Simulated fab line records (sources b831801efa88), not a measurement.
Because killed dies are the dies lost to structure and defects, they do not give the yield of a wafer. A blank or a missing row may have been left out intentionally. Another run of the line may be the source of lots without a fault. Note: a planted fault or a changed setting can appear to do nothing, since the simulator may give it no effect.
What tool caused it? ; flow gf180mcu ; Sampling: 13 lots, 39 wafers, 2 of 602 route steps

## WHAT THE GAUGES SHOWED, per wafer
GF_M5_OVL_MEAS_08. Usual: M5_OVL -1 nm, standard deviation 5.3.
lot;measured;on;M5_OVL (nm);flag
L953;day 26 11:40;overlay-01;6 5 3;
L954;day 26 20:31;overlay-02;0 -6 -7;
L956;day 27 13:04;overlay-01;0 3 -10;
L957;day 27 20:40;overlay-02;1 3 -8;
L959;day 28 06:52;overlay-01;1 -1 5;
L960;day 28 10:58;overlay-02;5 7 7;
L965;day 30 02:41;overlay-01;-5 0 -3;
L966;day 30 07:52;overlay-02;-2 -16 0;
L967;day 30 12:59;overlay-01;0 8 1;
L971;day 31 15:52;overlay-01;-9 -12 -12;
L973;day 32 02:28;overlay-02;-1 4 0;
L974;day 32 05:43;overlay-02;-8 -2 2;
L975;day 32 16:16;overlay-01;9 -6 -5;

## WHAT TOOL EACH LOT RAN ON (gives the tool, then ch and the chambers of the sampled wafers, and finally the start)
lot;GF_STI_CLEAN_18
L953;wet bench-02 ch 2, day 2 03:05
L954;wet bench-02 ch 0, day 2 07:37
L956;wet bench-01 ch 3, day 2 18:57
L957;wet bench-02 ch 2, day 2 22:29
L959;wet bench-04 ch 0, day 3 09:04
L960;wet bench-01 ch 0, day 3 14:11
L965;wet bench-04 ch 3, day 4 14:58
L966;wet bench-02 ch 0, day 4 20:39
L967;wet bench-04 ch 1, day 5 02:49
L971;wet bench-04 ch 1, day 5 22:13
L973;wet bench-02 ch 0, day 6 09:09
L974;wet bench-02 ch 0, day 6 13:43
L975;wet bench-04 ch 2, day 6 19:11
- GF_STI_CLEAN_18: cleans in SC1/SC2, time 150 s.

## AS READ BY THE TOOLS THEMSELVES (means over the sampled wafers that have a number; for cases with no such wafer, the mark the record gives instead)
The record holds no such reading with a usual standard deviation.

## THE ANSWER, worked out from the rows above alone
Rule: a lot counts as off when the mean over its wafers that have a number is more than 3 standard deviations away from the usual mean. A lot without any number at a reading at which 4 lots or more have one is off too. The other lots that the step has rows for count as sound. Order of review: gauges by route order, followed by the tools' own readings, for which a lot's mean as printed above is used. At the first step where some lot is off, the reading lying furthest off is the one used; lots without a number count as furthest.
No lot is off on any of the readings shown, so nothing can be concluded from this.

## WHAT THE SIMULATOR HAD INSERTED
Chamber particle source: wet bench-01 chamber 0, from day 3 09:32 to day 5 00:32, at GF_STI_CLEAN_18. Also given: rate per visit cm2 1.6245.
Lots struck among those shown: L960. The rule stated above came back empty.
